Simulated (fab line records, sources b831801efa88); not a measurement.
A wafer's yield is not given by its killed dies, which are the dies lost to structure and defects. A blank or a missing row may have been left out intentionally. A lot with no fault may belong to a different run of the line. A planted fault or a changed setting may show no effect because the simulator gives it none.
Which tool is to blame? | flow sky130 | 14 lots with 42 wafers sampled at 4 steps, on a route of 708 steps

## WHAT EACH GAUGE READ, for each wafer
The record holds no reading of a measuring or inspecting step that can be judged against a usual standard deviation.

## WHAT TOOL EACH LOT RAN ON (gives the tool, then ch and the chambers of the sampled wafers, and finally the start)
lot  | SKY_VIA1_STRIP_16                   | SKY_VIA1_CVD_21              | SKY_VIA1_CMP_24               | SKY_METAL2_STRIP_20
L653 | plasmaAsher-04 ch 0,1, day 34 09:23 | cvdW-02 ch 0,1, day 34 10:27 | cmp-02 ch 0,2,3, day 34 10:46 | plasmaAsher-02 ch 0,1, day 35 13:26
L652 | plasmaAsher-01 ch 0,1, day 34 11:06 | cvdW-01 ch 0,1, day 34 11:50 | cmp-01 ch 0,2,3, day 34 12:13 | plasmaAsher-03 ch 0,1, day 35 14:56
L655 | plasmaAsher-03 ch 0,1, day 34 23:45 | cvdW-02 ch 0,1, day 35 00:25 | cmp-01 ch 0,1,3, day 35 00:41 | plasmaAsher-03 ch 0,1, day 36 03:40
L654 | plasmaAsher-01 ch 0,1, day 35 00:53 | cvdW-02 ch 0,1, day 35 01:32 | cmp-01 ch 0,1,3, day 35 01:49 | plasmaAsher-01 ch 0,1, day 36 04:28
L656 | plasmaAsher-01 ch 0,1, day 35 07:57 | cvdW-01 ch 0,1, day 35 08:38 | cmp-01 ch 1,2,3, day 35 09:02 | plasmaAsher-03 ch 0,1, day 36 11:01
L657 | plasmaAsher-04 ch 0,1, day 36 00:00 | cvdW-01 ch 0, day 36 00:42   | cmp-01 ch 0,3, day 36 01:02   | plasmaAsher-02 ch 0,1, day 37 03:22
L658 | plasmaAsher-04 ch 0,1, day 36 08:28 | cvdW-02 ch 0,1, day 36 09:07 | cmp-02 ch 1,2,3, day 36 09:22 | plasmaAsher-02 ch 0,1, day 37 12:29
L661 | plasmaAsher-04 ch 0,1, day 36 23:42 | cvdW-01 ch 0,1, day 37 00:28 | cmp-01 ch 1,3, day 37 00:47   | plasmaAsher-01 ch 0,1, day 38 03:13
L662 | plasmaAsher-03 ch 0,1, day 37 05:45 | cvdW-01 ch 1, day 37 06:25   | cmp-02 ch 0,2, day 37 06:41   | plasmaAsher-01 ch 0,1, day 38 09:13
L671 | plasmaAsher-03 ch 0,1, day 39 17:16 | cvdW-01 ch 0,1, day 39 17:55 | cmp-01 ch 0,3, day 39 18:11   | plasmaAsher-03 ch 1, day 40 20:07
L672 | plasmaAsher-03 ch 0,1, day 39 20:20 | cvdW-02 ch 0,1, day 39 21:00 | cmp-02 ch 0,2,3, day 39 21:20 | plasmaAsher-01 ch 0,1, day 40 22:38
L673 | plasmaAsher-04 ch 0,1, day 40 00:52 | cvdW-02 ch 0,1, day 40 01:31 | cmp-02 ch 1,2, day 40 01:46   | plasmaAsher-03 ch 0,1, day 41 03:14
L674 | plasmaAsher-04 ch 0,1, day 40 07:02 | cvdW-02 ch 0,1, day 40 07:41 | cmp-02 ch 0,1,3, day 40 07:58 | plasmaAsher-02 ch 0,1, day 41 09:10
L675 | plasmaAsher-03 ch 0,1, day 40 18:12 | cvdW-02 ch 0,1, day 40 18:52 | cmp-02 ch 0,1,2, day 40 19:08 | plasmaAsher-02 ch 0,1, day 41 20:05
- SKY_VIA1_STRIP_16: strips in O2/N2.
- SKY_VIA1_CVD_21: deposits W, target thk 270 nm, time 80.902 s.
- SKY_VIA1_CMP_24: polishes, stops on SiO2, t overpolish 15 s, target thk 0 nm.
- SKY_METAL2_STRIP_20: strips in O2/N2.

## WHAT THE TOOLS THEMSELVES READ (means of the sampled wafers that have a number; where no wafer has one, the mark that the record gives instead)
SKY_VIA1_STRIP_16. Usual: chamberPressureMTorr 1500.1 mTorr, standard deviation 1.4; drypumpMotorCurrentA 5.98 A, standard deviation 0.14; o2FlowSccm 3000 sccm, standard deviation 8.2; oesProductAu 0.415 a.u., standard deviation 0.005; stripTimeToEndpointS 4.459 s, standard deviation 0.024.
lot  | tool           | chamberPressureMTorr (mTorr) | drypumpMotorCurrentA (A) | o2FlowSccm (sccm) | oesProductAu (a.u.) | stripTimeToEndpointS (s) | flag
L653 | plasmaAsher-04 | 1499.4                       | 6.01                     | 3005              | 0.414               | 4.468                    | 
L652 | plasmaAsher-01 | 1500.7                       | 5.71                     | 2996              | 0.409               | 4.476                    | 
L655 | plasmaAsher-03 | 1499.9                       | 6.08                     | 2989              | 0.415               | 4.455                    | 
L654 | plasmaAsher-01 | 1500.2                       | 5.73                     | 2996              | 0.417               | 4.461                    | 
L656 | plasmaAsher-01 | 1499.6                       | 5.76                     | 3002              | 0.411               | 4.441                    | 
L657 | plasmaAsher-04 | 1498.7                       | 6.05                     | 3001              | 0.418               | 4.431                    | 
L658 | plasmaAsher-04 | 1498.6                       | 6.03                     | 2995              | 0.417               | 4.428                    | 
L661 | plasmaAsher-04 | 1498.8                       | 6.03                     | 2997              | 0.416               | 4.478                    | 
L662 | plasmaAsher-03 | 1498.8                       | 6.02                     | 3006              | 0.423               | 4.463                    | 
L671 | plasmaAsher-03 | 1499.4                       | 6.09                     | 2994              | 0.414               | 4.449                    | 
L672 | plasmaAsher-03 | 1499.7                       | 6.11                     | 3003              | 0.414               | 4.494                    | 
L673 | plasmaAsher-04 | 1499.6                       | 6.01                     | 3010              | 0.415               | 4.471                    | 
L674 | plasmaAsher-04 | 1501.3                       | 6.01                     | 2993              | 0.417               | 4.464                    | 
L675 | plasmaAsher-03 | 1499.0                       | 6.09                     | 2999              | 0.415               | 4.422                    | 

SKY_VIA1_CVD_21. Usual: heaterPowerW at 879 W, with a standard deviation of 68.
lot  | tool    | heaterPowerW (W) | flag
L653 | cvdW-02 | 919              | 
L652 | cvdW-01 | 888              | 
L655 | cvdW-02 | 876              | 
L654 | cvdW-02 | 892              | 
L656 | cvdW-01 | 885              | 
L657 | cvdW-01 | 889              | 
L658 | cvdW-02 | 930              | 
L661 | cvdW-01 | 879              | 
L662 | cvdW-01 | 894              | 
L671 | cvdW-01 | 888              | 
L672 | cvdW-02 | 855              | 
L673 | cvdW-02 | 849              | 
L674 | cvdW-02 | 855              | 
L675 | cvdW-02 | 801              | 

SKY_VIA1_CMP_24. Usual: motorCurrentA 11.0 A, standard deviation 1.3; overpolishRunS 15.000 s, standard deviation 0.01; timeToEndpointS 64 s, standard deviation 4.
lot  | tool   | motorCurrentA (A) | overpolishRunS (s) | timeToEndpointS (s) | flag
L653 | cmp-02 | 10.3              | 15.001             | 64                  | 
L652 | cmp-01 | 10.7              | 15.004             | 61                  | 
L655 | cmp-01 | 11.4              | 15.004             | 64                  | 
L654 | cmp-01 | 11.8              | 15.003             | 66                  | 
L656 | cmp-01 | 10.3              | 15.000             | 66                  | 
L657 | cmp-01 | 11.7              | 14.998             | 67                  | 
L658 | cmp-02 | 11.4              | 15.009             | 71                  | 
L661 | cmp-01 | 11.2              | 15.004             | 65                  | 
L662 | cmp-02 | 11.1              | 14.995             | 68                  | 
L671 | cmp-01 | 11.4              | 15.001             | 55                  | 
L672 | cmp-02 | 10.5              | 15.009             | 67                  | 
L673 | cmp-02 | 12.0              | 14.984             | 64                  | 
L674 | cmp-02 | 11.5              | 14.998             | 64                  | 
L675 | cmp-02 | 11.6              | 14.993             | 65                  | 

SKY_METAL2_STRIP_20. Usual: chamberPressureMTorr 1499.9 mTorr, standard deviation 1.4; drypumpMotorCurrentA 5.9 A, standard deviation 0.31; o2FlowSccm 2999 sccm, standard deviation 8.5; oesProductAu 0.343 a.u., standard deviation 0.0049; stripTimeToEndpointS 2.70 s, standard deviation 0.053.
lot  | tool           | chamberPressureMTorr (mTorr) | drypumpMotorCurrentA (A) | o2FlowSccm (sccm) | oesProductAu (a.u.) | stripTimeToEndpointS (s) | flag
L653 | plasmaAsher-02 | 1500.5                       | 5.8                      | 2993              | 0.338               | 2.66                     | 
L652 | plasmaAsher-03 | 1501.0                       | 6.0                      | 2989              | 0.345               | 2.72                     | 
L655 | plasmaAsher-03 | 1500.7                       | 6.0                      | 3002              | 0.346               | 2.76                     | 
L654 | plasmaAsher-01 | 1499.2                       | 5.7                      | 3004              | 0.342               | 2.65                     | 
L656 | plasmaAsher-03 | 1500.4                       | 6.0                      | 3001              | 0.347               | 2.69                     | 
L657 | plasmaAsher-02 | 1498.9                       | 5.8                      | 2994              | 0.344               | 2.73                     | 
L658 | plasmaAsher-02 | 1499.4                       | 6.1                      | 2997              | 0.344               | 2.70                     | 
L661 | plasmaAsher-01 | -                            | -                        | -                 | -                   | -                        | OFF
L662 | plasmaAsher-01 | -                            | -                        | -                 | -                   | -                        | OFF
L671 | plasmaAsher-03 | 1499.1                       | 6.0                      | 3001              | 0.341               | 2.66                     | 
L672 | plasmaAsher-01 | 1500.1                       | 5.8                      | 3001              | 0.341               | 2.70                     | 
L673 | plasmaAsher-03 | 1499.5                       | 6.1                      | 2998              | 0.341               | 2.72                     | 
L674 | plasmaAsher-02 | 1500.7                       | 6.1                      | 3009              | 0.345               | 2.73                     | 
L675 | plasmaAsher-02 | 1500.2                       | 6.1                      | 2999              | 0.340               | 2.62                     | 

## THE ANSWER, worked out from the rows above alone
Rule: a lot is off if the mean of its wafers that have a number lies more than 3 standard deviations from the usual mean. Also off: a lot with no number at a reading for which 4 or more lots have one. The other lots that the step has rows for count as sound. Order of review: gauges by route order, followed by the tools' own readings, for which a lot's mean as printed above is used. At the first step where some lot is off, the reading lying furthest off is the one used; lots without a number count as furthest.
Off, at SKY_METAL2_STRIP_20 on chamberPressureMTorr: L661, L662. Without a number there: L661, L662.
A tool fits if, at that step or a process step before it, it ran every lot that is off, and no sound lot after the first of them. No candidate that was tried fits.

## WHAT WAS PUT IN BY THE SIMULATOR
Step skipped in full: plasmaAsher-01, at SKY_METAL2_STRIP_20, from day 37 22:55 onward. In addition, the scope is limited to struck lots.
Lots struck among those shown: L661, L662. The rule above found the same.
